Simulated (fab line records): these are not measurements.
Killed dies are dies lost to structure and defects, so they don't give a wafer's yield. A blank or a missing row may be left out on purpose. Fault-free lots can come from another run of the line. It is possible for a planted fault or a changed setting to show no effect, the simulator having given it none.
The same fault as seen by 2 desks -- flow gf180mcu -- what lay behind the numbers comes last; until then each desk has only its own

== THE METROLOGY DESK ==
Means of the sampled wafers that have a number, per lot and without regard to the tool the lot ran on: this is what the gauges read. If a lot's mean is further than 4 standard deviations from the usual mean, the lot is out of limits and carries the mark OUT (the distance appears in the brackets).
Columns: A = V5_CVD_02_THK at GF_V5_THK_MEAS_03, usual 1449 nm; B = V5_OVL at GF_V5_OVL_MEAS_15, usual 4 nm
lot,first seen here,A,B
L964,day 26 18:20,1428,4
L967,day 27 19:03,1479,-3
L968,day 28 03:58,1461,7
L969,day 28 09:35,1448,9
L970,day 28 18:53,1437,4
L972,day 29 17:44,1458,-1
L973,day 29 20:50,1453,0
L979,day 31 04:28,1443,1
L978,day 31 11:15,1391,4
L980,day 31 14:41,1367 (-4.8) OUT,4
L983,day 32 09:56,1450,-1
L984,day 32 15:57,1451,3
This desk's result: L980 out of limits, first on L980 (V5_CVD_02_THK at GF_V5_THK_MEAS_03), day 31 14:41. L964, L967, L968, L969, L970, L972, L973, L979, L978, L983, L984 stayed within limits.

== AT THE TOOL OWNER'S DESK: pecvd-03 ==
The tool's own readings at GF_V5_CVD_02 (deposits SiO2 from TEOS, target thk 1450 nm, time 163.28 s): means of the sampled wafers that have a number, for each lot that ran on this tool. If a lot's mean is further than 4 standard deviations from the usual mean, the lot is out of limits and carries the mark OUT (the distance appears in the brackets).
Columns: A = heater_power_outer_w at GF_V5_CVD_02, usual 362 W; B = heater_power_w at GF_V5_CVD_02, usual 628 W; C = rf_fwd_power_W at GF_V5_CVD_02, usual 598.0 W
lot,first seen here,A,B,C
L964,day 26 18:14,294,561,598.5
L967,day 27 18:56,347,566,597.0
L973,day 29 20:43,361,609,598.1
L978,day 31 11:10,353,600,502.3 (-56) OUT
L980,day 31 14:34,338,579,501.0 (-57) OUT
This desk finds L978, L980 out of limits, L978 being first, at day 31 11:10 (rf_fwd_power_W at GF_V5_CVD_02). L964, L967, L973 stayed within limits.

== PUT TOGETHER ==
On L978, L980, at day 31 11:10, an alarm was possible from the tool owner's desk.
The metrology desk could have raised an alarm at day 31 14:41, on L980.
The metrology desk holds a record of L978, inside its limits.
On pecvd-03, each named lot ran GF_V5_CVD_02.

== WHAT WAS PUT IN BY THE SIMULATOR ==
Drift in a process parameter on pecvd-03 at GF_V5_CVD_02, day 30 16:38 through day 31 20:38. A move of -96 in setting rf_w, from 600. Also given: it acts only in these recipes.
Lots struck among those shown: L978, L980.
Delay (hours) between the fault's onset and each desk's first out-of-limits reading: 19 at the tool owner's desk, 22 at the metrology desk.
